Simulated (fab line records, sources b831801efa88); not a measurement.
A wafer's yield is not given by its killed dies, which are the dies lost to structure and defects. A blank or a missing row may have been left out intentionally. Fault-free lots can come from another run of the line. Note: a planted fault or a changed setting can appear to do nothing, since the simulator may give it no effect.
Which tool is to blame? ; flow sky130 ; Sampling: 6 lots, 18 wafers, 4 of 708 route steps

WHAT EACH GAUGE READ, for each wafer
SKY_VIA4_BOW_MEAS_03.
lot;measured;on;VIA4_BOW (um)
L716;day 43 06:04;film_metro-01;76 74 77
L718;day 43 18:55;film_metro-04;85 86 80
L727;day 46 12:35;film_metro-04;84 76 75
L729;day 47 00:47;film_metro-01;80 78 89
L731;day 47 06:25;film_metro-03;70 83 71
L734;day 47 18:16;film_metro-01;67 75 80

TOOL THAT RAN EACH LOT (tool first, then ch and the chambers of the sampled wafers, then the start)
lot;SKY_POLY_GATE_ETCH_17;SKY_METAL4_ETCH_17;SKY_VIA4_CMP_02
L716;rie_si-01 ch 1,2, day 18 02:43;rie_diel-04 ch 1,3, day 43 04:43;cmp-01 ch 0,1, day 43 05:44
L718;rie_si-01 ch 1,2,3, day 19 01:14;rie_diel-01 ch 0,1, day 43 17:34;cmp-02 ch 1,2,3, day 43 18:42
L727;rie_si-01 ch 2,3, day 22 18:23;rie_diel-02 ch 1,2, day 46 11:13;cmp-01 ch 0,1,3, day 46 12:20
L729;rie_si-01 ch 0,2,3, day 23 11:40;rie_diel-01 ch 0,3, day 46 23:26;cmp-02 ch 1,2, day 47 00:28
L731;rie_si-01 ch 0,1,3, day 23 20:22;rie_diel-02 ch 1,2, day 47 05:01;cmp-01 ch 0,2,3, day 47 06:10
L734;rie_si-01 ch 0,1,3, day 24 10:55;rie_diel-02 ch 2,3, day 47 16:55;cmp-01 ch 0,2,3, day 47 18:04
- SKY_POLY_GATE_ETCH_17: etches poly-Si in HBr/Cl2, stops on SiO2, target depth 180 nm, time 70.5 s.
- SKY_METAL4_ETCH_17: etches SiO2 in C4F8/O2/Ar, stops on TiN, time 3.9 s, target depth 15 nm.
- SKY_VIA4_CMP_02: polishes SiO2.

THE ANSWER, worked out from the rows above alone
Rule: the lots themselves supply what counts as usual. Put in order of their means at a reading, lots are off if they are a third of the lots or fewer, leave a main group of 4 or more, and stand apart from it by a gap of 3 or more times the standard deviation of the main group's means; of several such gaps the widest counts. A main group is skipped when, at the precision printed for the reading in the tables above, its means are all equal. Also off: a lot with no number at a reading for which 4 or more lots have one. Where the step has rows for the other lots, those lots are counted as sound.
No lot is off on any of the readings shown, so nothing can be concluded from this.

WHAT THE SIMULATOR HAD INSERTED
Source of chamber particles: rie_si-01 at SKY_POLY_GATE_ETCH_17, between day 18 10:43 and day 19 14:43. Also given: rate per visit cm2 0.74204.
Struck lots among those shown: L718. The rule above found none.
